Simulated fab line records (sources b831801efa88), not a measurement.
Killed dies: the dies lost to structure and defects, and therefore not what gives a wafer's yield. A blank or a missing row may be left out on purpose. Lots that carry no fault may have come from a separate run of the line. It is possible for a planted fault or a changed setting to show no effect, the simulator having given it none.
Which of the tools did it? + flow sky130 + Sampling: 11 lots, 33 wafers, 6 of 708 route steps

WHAT THE GAUGES READ, wafer by wafer
SKY_SONOS_ONO_CD_MEAS_13: target cd 410 nm.
| lot  | measured     | on        | cd nm (nm)        |
|------|--------------|-----------|-------------------|
| L846 | day 13 01:23 | cd sem-02 | 405.6 407.1 408.7 |
| L847 | day 13 11:44 | cd sem-02 | 407.7 406.5 407.0 |
| L849 | day 13 17:30 | cd sem-02 | 410.5 410.0 412.3 |
| L850 | day 14 02:48 | cd sem-02 | 408.1 404.9 406.4 |
| L853 | day 15 09:56 | cd sem-01 | 407.9 408.4 410.1 |
| L854 | day 15 16:05 | cd sem-02 | 404.6 404.9 407.0 |
| L855 | day 16 00:47 | cd sem-02 | 410.9 410.8 410.3 |
| L863 | day 18 13:23 | cd sem-02 | 408.5 410.5 409.8 |
| L866 | day 19 16:02 | cd sem-02 | 409.5 408.1 408.2 |
| L867 | day 19 22:17 | cd sem-02 | 412.7 411.7 412.8 |
| L868 | day 20 05:54 | cd sem-01 | 408.9 409.5 409.4 |

SKY_RES_XHIGH_TW_MEAS_09.
| lot  | measured     | on            | RES_XHIGH_TW   |
|------|--------------|---------------|----------------|
| L846 | day 27 00:56 | film metro-02 | 1630 1625 1633 |
| L847 | day 27 15:52 | film metro-02 | 1609 1628 1621 |
| L849 | day 27 18:13 | film metro-02 | 1618 1616 1622 |
| L850 | day 28 06:01 | film metro-04 | 1646 1640 1648 |
| L853 | day 29 16:50 | film metro-02 | 1617 1616 1608 |
| L854 | day 29 23:26 | film metro-02 | 1612 1624 1614 |
| L855 | day 30 02:23 | film metro-02 | 1629 1619 1621 |
| L863 | day 32 12:49 | film metro-03 | 1345 1347 1353 |
| L866 | day 33 11:32 | film metro-04 | 1322 1324 1321 |
| L867 | day 34 09:05 | film metro-03 | 1631 1634 1632 |
| L868 | day 34 09:11 | film metro-02 | 1620 1631 1628 |

SKY_SD_N_RS_MEAS_18: measurement is done with a four-point probe.
| lot  | measured     | on            | RES_XHIGH_RS (ohm/sq) |
|------|--------------|---------------|-----------------------|
| L846 | day 28 06:52 | film metro-02 | 333.4 334.0 333.8     |
| L847 | day 28 21:15 | film metro-04 | 335.2 334.6 334.6     |
| L849 | day 28 23:50 | film metro-02 | 334.8 335.5 334.3     |
| L850 | day 29 11:05 | film metro-02 | 332.4 336.1 333.7     |
| L853 | day 30 22:04 | film metro-03 | 330.7 329.5 331.4     |
| L854 | day 31 02:47 | film metro-02 | 334.2 332.8 333.1     |
| L855 | day 31 05:44 | film metro-02 | 332.6 333.0 333.7     |
| L863 | day 33 17:03 | film metro-02 | 565.5 565.6 564.9     |
| L866 | day 34 14:37 | film metro-03 | 569.9 572.9 571.5     |
| L867 | day 35 12:40 | film metro-02 | 333.7 332.3 332.0     |
| L868 | day 35 12:54 | film metro-03 | 334.5 334.6 333.7     |

SKY_LI_CONTACT_THK_MEAS_23: measures by xrf.
| lot  | measured     | on            | LI_CONTACT_W_THK (nm) |
|------|--------------|---------------|-----------------------|
| L846 | day 29 12:16 | film metro-03 | 404 408 401           |
| L847 | day 30 03:02 | film metro-02 | 397 412 401           |
| L849 | day 30 05:47 | film metro-02 | 412 413 398           |
| L850 | day 30 16:08 | film metro-04 | 403 411 404           |
| L853 | day 32 03:25 | film metro-02 | 406 407 412           |
| L854 | day 32 08:30 | film metro-03 | 398 391 392           |
| L855 | day 32 11:43 | film metro-03 | 404 393 401           |
| L863 | day 34 21:59 | film metro-03 | 404 413 401           |
| L866 | day 35 18:25 | film metro-03 | 410 401 412           |
| L867 | day 36 16:37 | film metro-03 | 421 413 408           |
| L868 | day 36 17:19 | film metro-02 | 411 423 412           |

WHAT TOOL EACH LOT RAN ON (gives the tool, then ch and the chambers of the sampled wafers, and finally the start)
| lot  | SKY_POLY_GATE_ETCH_15              | SKY_RES_XHIGH_IMPLANT_07        |
|------|------------------------------------|---------------------------------|
| L846 | rie diel-03 ch 0,1,2, day 16 19:56 | implanter-03 ch 0, day 27 00:41 |
| L847 | rie diel-01 ch 1,3, day 17 08:26   | implanter-02 ch 0, day 27 15:38 |
| L849 | rie diel-01 ch 0,2,3, day 17 11:47 | implanter-02 ch 0, day 27 18:00 |
| L850 | rie diel-01 ch 0,1,2, day 17 21:05 | implanter-03 ch 0, day 28 05:48 |
| L853 | rie diel-01 ch 0,1,2, day 19 12:08 | implanter-02 ch 0, day 29 16:35 |
| L854 | rie diel-03 ch 1,2,3, day 19 19:20 | implanter-03 ch 0, day 29 23:11 |
| L855 | rie diel-01 ch 0,1,2, day 20 01:39 | implanter-03 ch 0, day 30 02:08 |
| L863 | rie diel-01 ch 0,1,2, day 22 17:44 | implanter-03 ch 0, day 32 12:35 |
| L866 | rie diel-04 ch 0,2,3, day 23 17:57 | implanter-03 ch 0, day 33 11:17 |
| L867 | rie diel-04 ch 1,2,3, day 24 00:38 | implanter-02 ch 0, day 34 08:50 |
| L868 | rie diel-03 ch 0,1,2, day 24 07:44 | implanter-01 ch 0, day 34 08:57 |
- SKY_POLY_GATE_ETCH_15: etches BARC in N2/H2, stops on SiO2, time 118.5 s, target depth 110 nm.
- SKY_RES_XHIGH_IMPLANT_07

AS READ BY THE TOOLS THEMSELVES (means over the sampled wafers that have a number; for cases with no such wafer, the mark the record gives instead)
SKY_POLY_GATE_ETCH_15.
| lot  | tool        | bias w (W) | drypump motor current A (A) | oes product au (a.u.) | throttle valve pct (%) |
|------|-------------|------------|-----------------------------|-----------------------|------------------------|
| L846 | rie diel-03 | 99.9       | 5.8                         | 0.721                 | 13.213                 |
| L847 | rie diel-01 | 99.7       | 6.1                         | 0.721                 | 13.207                 |
| L849 | rie diel-01 | 100.1      | 5.7                         | 0.715                 | 13.214                 |
| L850 | rie diel-01 | 99.9       | 5.7                         | 0.715                 | 13.204                 |
| L853 | rie diel-01 | 100.0      | 5.7                         | 0.718                 | 13.206                 |
| L854 | rie diel-03 | 100.0      | 6.1                         | 0.715                 | 13.214                 |
| L855 | rie diel-01 | 100.2      | 5.7                         | 0.717                 | 13.220                 |
| L863 | rie diel-01 | 100.4      | 5.7                         | 0.722                 | 13.208                 |
| L866 | rie diel-04 | 100.1      | 5.3                         | 0.714                 | 13.218                 |
| L867 | rie diel-04 | 100.3      | 5.2                         | 0.716                 | 13.206                 |
| L868 | rie diel-03 | 99.6       | 5.7                         | 0.718                 | 13.217                 |

SKY_RES_XHIGH_IMPLANT_07.
| lot  | tool         | beam on s (s) | dose ions cm2 |
|------|--------------|---------------|---------------|
| L846 | implanter-03 | 43.4          | 3.6e+14       |
| L847 | implanter-02 | 41.4          | 3.6e+14       |
| L849 | implanter-02 | 41.7          | 3.6e+14       |
| L850 | implanter-03 | 43.9          | 3.6e+14       |
| L853 | implanter-02 | 41.7          | 3.6e+14       |
| L854 | implanter-03 | 43.3          | 3.6e+14       |
| L855 | implanter-03 | 43.3          | 3.6e+14       |
| L863 | implanter-03 | 23.0          | 1.9e+14       |
| L866 | implanter-03 | 23.1          | 1.9e+14       |
| L867 | implanter-02 | 41.4          | 3.6e+14       |
| L868 | implanter-01 | 40.2          | 3.6e+14       |

THE ANSWER, worked out from the rows above alone
Rule: the lots themselves supply what counts as usual. Put in order of their means at a reading, lots are off if they are a third of the lots or fewer, leave a main group of 4 or more, and stand apart from it by a gap of 3 or more times the standard deviation of the main group's means; of several such gaps the widest counts. Not used: any main group whose means are identical at the precision the tables above print for the reading. Also off: a lot with no number at a reading for which 4 or more lots have one. The other lots that the step has rows for count as sound. Order of review: gauges by route order, followed by the tools' own readings, for which a lot's mean as printed above is used. The first step at which some lot is off is used, and at that step the reading that is off furthest; a lot without a number counts as furthest.
Off: L863, L866, seen at SKY_RES_XHIGH_TW_MEAS_09 (RES_XHIGH_TW). For the main group the mean is 1625 and the standard deviation 9.
If a tool, at a process step before that reading, ran all the lots that are off and no sound lot after the first of them, it fits. The gauges at SKY_RES_XHIGH_TW_MEAS_09 aren't tried: what is off there is off at SKY_RES_XHIGH_IMPLANT_07 too, on other tools, and a gauge's error can't cause that. One fits: implanter-03 at SKY_RES_XHIGH_IMPLANT_07. A fault onset in the window from L855 (day 30 02:08, its last sound lot) to L863 (day 32 12:35, its first lot off) fits.
The tool's own readings at SKY_RES_XHIGH_IMPLANT_07 bear it out: on the lots that are off they differ by more than 5 times the standard deviation of the sound lots' means. beam on s reads 23.1 s there against 42.3 s on the sound lots; dose ions cm2 reads 1.9e+14 there against 3.6e+14 on the sound lots.

WHAT THE SIMULATOR PUT IN
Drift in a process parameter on implanter-03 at SKY_RES_XHIGH_IMPLANT_07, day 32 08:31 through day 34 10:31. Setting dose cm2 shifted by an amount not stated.
Shown lots that were struck: L863, L866. This agrees with what the rule above found.
